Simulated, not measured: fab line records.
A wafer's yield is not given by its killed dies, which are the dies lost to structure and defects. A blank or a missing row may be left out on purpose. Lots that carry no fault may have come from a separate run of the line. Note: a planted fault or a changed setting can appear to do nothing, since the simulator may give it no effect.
Split-lot experiment || flow sfq_line || 23 wafers read from 5 lots, route of 325 steps

== ABOUT THE SPLIT ==
At SFQ_TRILAYER_M4_LITHO_COAT_093 (resist thk 600 nm), the setting spin_rpm was moved away from the recipe's 3000 rpm on 10 of the 23 wafers read, by -3.0% to +4.3%. The other wafers ran this setting at the recipe's value.

== FROM THE SPLIT TO THE READING: what the file shows between them, 4 steps ==
- SFQ_TRILAYER_M4_LITHO_EXPOSE_094: exposes mask M4, target cd 500 nm (also split here: dose_mj)
- SFQ_TRILAYER_M4_LITHO_PEB_096: peb time 60 s
- SFQ_TRILAYER_M4_LITHO_DEVELOP_095: time 60 s
- SFQ_TRILAYER_M4_BARC_OPEN_METAL_ETCH_123: etches BARC in O2, target depth 125 nm, time 41.7 s

== THE READING ==
KrF_of_TRILAYER_M4_LITHO_COAT_093.thk_nm (the simulator's own value, which no gauge read), in nm, at SFQ_TRILAYER_M4_ETCH_METAL_ETCH_096 (etches Nb in Cl2/Ar, stops on SiO2, target depth 240 nm, time 120 s). The file does not state a usual value for it. The 13 wafers here that ran the recipe average 378.0 nm, standard deviation 3.5 nm.

{"wafer": "L074.1", "tool, chamber at the split": "litho_track-04, 0", "spin_rpm as run, rpm": 3000, "against the recipe": "recipe", "KrF_of_TRILAYER_M4_LITHO_COAT_093.thk_nm, nm": 381.5, "against lot-mates on the recipe": "-"}
{"wafer": "L074.5", "tool, chamber at the split": "litho_track-04, 0", "spin_rpm as run, rpm": 3000, "against the recipe": "recipe", "KrF_of_TRILAYER_M4_LITHO_COAT_093.thk_nm, nm": 380.1, "against lot-mates on the recipe": "-"}
{"wafer": "L074.6", "tool, chamber at the split": "litho_track-04, 0", "spin_rpm as run, rpm": 3000, "against the recipe": "recipe", "KrF_of_TRILAYER_M4_LITHO_COAT_093.thk_nm, nm": 384.7, "against lot-mates on the recipe": "-"}
{"wafer": "L076.1", "tool, chamber at the split": "litho_track-03, 0", "spin_rpm as run, rpm": 2910, "against the recipe": "-3.0%", "KrF_of_TRILAYER_M4_LITHO_COAT_093.thk_nm, nm": 384.8, "against lot-mates on the recipe": "+8.2"}
{"wafer": "L076.2", "tool, chamber at the split": "litho_track-03, 0", "spin_rpm as run, rpm": 2910, "against the recipe": "-3.0%", "KrF_of_TRILAYER_M4_LITHO_COAT_093.thk_nm, nm": 388.1, "against lot-mates on the recipe": "+11.5"}
{"wafer": "L076.4", "tool, chamber at the split": "litho_track-03, 0", "spin_rpm as run, rpm": 2910, "against the recipe": "-3.0%", "KrF_of_TRILAYER_M4_LITHO_COAT_093.thk_nm, nm": 386.7, "against lot-mates on the recipe": "+10.1"}
{"wafer": "L076.5", "tool, chamber at the split": "litho_track-03, 0", "spin_rpm as run, rpm": 3000, "against the recipe": "recipe", "KrF_of_TRILAYER_M4_LITHO_COAT_093.thk_nm, nm": 378.6, "against lot-mates on the recipe": "-"}
{"wafer": "L076.6", "tool, chamber at the split": "litho_track-03, 0", "spin_rpm as run, rpm": 3000, "against the recipe": "recipe", "KrF_of_TRILAYER_M4_LITHO_COAT_093.thk_nm, nm": 374.6, "against lot-mates on the recipe": "-"}
{"wafer": "L077.2", "tool, chamber at the split": "litho_track-02, 0", "spin_rpm as run, rpm": 3000, "against the recipe": "recipe", "KrF_of_TRILAYER_M4_LITHO_COAT_093.thk_nm, nm": 374.7, "against lot-mates on the recipe": "-"}
{"wafer": "L077.3", "tool, chamber at the split": "litho_track-02, 0", "spin_rpm as run, rpm": 3128, "against the recipe": "+4.3%", "KrF_of_TRILAYER_M4_LITHO_COAT_093.thk_nm, nm": 367.3, "against lot-mates on the recipe": -8.7}
{"wafer": "L077.4", "tool, chamber at the split": "litho_track-02, 0", "spin_rpm as run, rpm": 3128, "against the recipe": "+4.3%", "KrF_of_TRILAYER_M4_LITHO_COAT_093.thk_nm, nm": 366.2, "against lot-mates on the recipe": -9.8}
{"wafer": "L077.5", "tool, chamber at the split": "litho_track-02, 0", "spin_rpm as run, rpm": 3128, "against the recipe": "+4.3%", "KrF_of_TRILAYER_M4_LITHO_COAT_093.thk_nm, nm": 365.8, "against lot-mates on the recipe": -10.2}
{"wafer": "L077.6", "tool, chamber at the split": "litho_track-02, 0", "spin_rpm as run, rpm": 3000, "against the recipe": "recipe", "KrF_of_TRILAYER_M4_LITHO_COAT_093.thk_nm, nm": 377.3, "against lot-mates on the recipe": "-"}
{"wafer": "L081.1", "tool, chamber at the split": "litho_track-04, 0", "spin_rpm as run, rpm": 3097, "against the recipe": "+3.2%", "KrF_of_TRILAYER_M4_LITHO_COAT_093.thk_nm, nm": 366.9, "against lot-mates on the recipe": -7.2}
{"wafer": "L081.2", "tool, chamber at the split": "litho_track-04, 0", "spin_rpm as run, rpm": 3000, "against the recipe": "recipe", "KrF_of_TRILAYER_M4_LITHO_COAT_093.thk_nm, nm": 373.8, "against lot-mates on the recipe": "-"}
{"wafer": "L081.3", "tool, chamber at the split": "litho_track-04, 0", "spin_rpm as run, rpm": 3097, "against the recipe": "+3.2%", "KrF_of_TRILAYER_M4_LITHO_COAT_093.thk_nm, nm": 366.6, "against lot-mates on the recipe": -7.5}
{"wafer": "L081.4", "tool, chamber at the split": "litho_track-04, 0", "spin_rpm as run, rpm": 3000, "against the recipe": "recipe", "KrF_of_TRILAYER_M4_LITHO_COAT_093.thk_nm, nm": 372, "against lot-mates on the recipe": "-"}
{"wafer": "L081.5", "tool, chamber at the split": "litho_track-04, 0", "spin_rpm as run, rpm": 3000, "against the recipe": "recipe", "KrF_of_TRILAYER_M4_LITHO_COAT_093.thk_nm, nm": 376.6, "against lot-mates on the recipe": "-"}
{"wafer": "L083.1", "tool, chamber at the split": "litho_track-03, 0", "spin_rpm as run, rpm": 3000, "against the recipe": "recipe", "KrF_of_TRILAYER_M4_LITHO_COAT_093.thk_nm, nm": 379.5, "against lot-mates on the recipe": "-"}
{"wafer": "L083.2", "tool, chamber at the split": "litho_track-03, 0", "spin_rpm as run, rpm": 3000, "against the recipe": "recipe", "KrF_of_TRILAYER_M4_LITHO_COAT_093.thk_nm, nm": 379.3, "against lot-mates on the recipe": "-"}
{"wafer": "L083.4", "tool, chamber at the split": "litho_track-03, 0", "spin_rpm as run, rpm": 3000, "against the recipe": "recipe", "KrF_of_TRILAYER_M4_LITHO_COAT_093.thk_nm, nm": 381.4, "against lot-mates on the recipe": "-"}
{"wafer": "L083.5", "tool, chamber at the split": "litho_track-03, 0", "spin_rpm as run, rpm": 2920, "against the recipe": "-2.7%", "KrF_of_TRILAYER_M4_LITHO_COAT_093.thk_nm, nm": 387.5, "against lot-mates on the recipe": "+7.4"}
{"wafer": "L083.6", "tool, chamber at the split": "litho_track-03, 0", "spin_rpm as run, rpm": 2920, "against the recipe": "-2.7%", "KrF_of_TRILAYER_M4_LITHO_COAT_093.thk_nm, nm": 388, "against lot-mates on the recipe": "+7.9"}

FIT RESULTS
A straight line over all 23 wafers: KrF_of_TRILAYER_M4_LITHO_COAT_093.thk_nm changes by -3 nm for each +1% of spin_rpm; r = -0.92; the points scatter about the line by 2.9 nm.
The same after taking each lot's own level away (the mean of its wafers on the recipe; 23 wafers): -2.6 nm for each +1%; r = -0.97; scatter 1.7 nm.
On that fit, the largest move of spin_rpm shifts the reading by 11 nm.
The lots' own levels span 374.13 to 382.10 nm, that is 2.3 times the standard deviation above.
In other words, the slope is changed by the lot-to-lot level; the two fits disagree.
Check: -10.9 nm against its lot-mates is what the line predicts for one of the wafers moved furthest among these (+4.3%) when that wafer is left out of the fit. It came out at -8.7 nm against them.

== THESE WAFERS: OTHER SPLITS ==
Note: prior to the reading, these wafers also went through further splits. Each is held against what the fit with the lots' levels taken away leaves over:
{"other split on the same wafers": "SFQ_TRILAYER_M3_LITHO_PEB_078 peb_time_s", "wafers away from the commonest value": 9, "r with KrF_of_TRILAYER_M4_LITHO_COAT_093.thk_nm (lot level and that fit taken away)": "+0.18"}
{"other split on the same wafers": "SFQ_TRILAYER_I3_DEP_PECVD_081 time_s", "wafers away from the commonest value": 8, "r with KrF_of_TRILAYER_M4_LITHO_COAT_093.thk_nm (lot level and that fit taken away)": -0.09}
{"other split on the same wafers": "SFQ_TRILAYER_I3_VIA_LITHO_EXPOSE_086 dose_mj", "wafers away from the commonest value": 8, "r with KrF_of_TRILAYER_M4_LITHO_COAT_093.thk_nm (lot level and that fit taken away)": -0.07}
{"other split on the same wafers": "SFQ_TRILAYER_M4_LITHO_EXPOSE_094 dose_mj", "wafers away from the commonest value": 11, "r with KrF_of_TRILAYER_M4_LITHO_COAT_093.thk_nm (lot level and that fit taken away)": "+0.13"}

== THE WHOLE CHAIN: every reading that the file lists as answering this split, in the file's order ==
{"step": "SFQ_TRILAYER_M4_LITHO_COAT_093", "what it does": "resist thk 600 nm", "reading": "KrF_of_TRILAYER_M4_LITHO_COAT_093.thk_nm (the simulator's own value, which no gauge read)", "change (the file's fit)": "-2.84 nm for each +1% of the setting", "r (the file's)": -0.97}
{"step": "SFQ_TRILAYER_M4_ETCH_METAL_ETCH_096", "what it does": "etches Nb in Cl2/Ar, stops on SiO2, target depth 240 nm, time 120 s", "reading": "KrF_of_TRILAYER_M4_LITHO_COAT_093.thk_nm (the simulator's own value, which no gauge read)", "change (the file's fit)": "-2.57 nm for each +1% of the setting", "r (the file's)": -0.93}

== FILE'S OWN FIT ==
KrF_of_TRILAYER_M4_LITHO_COAT_093.thk_nm changes by -2.57 nm for each +1% of spin_rpm, r = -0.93.
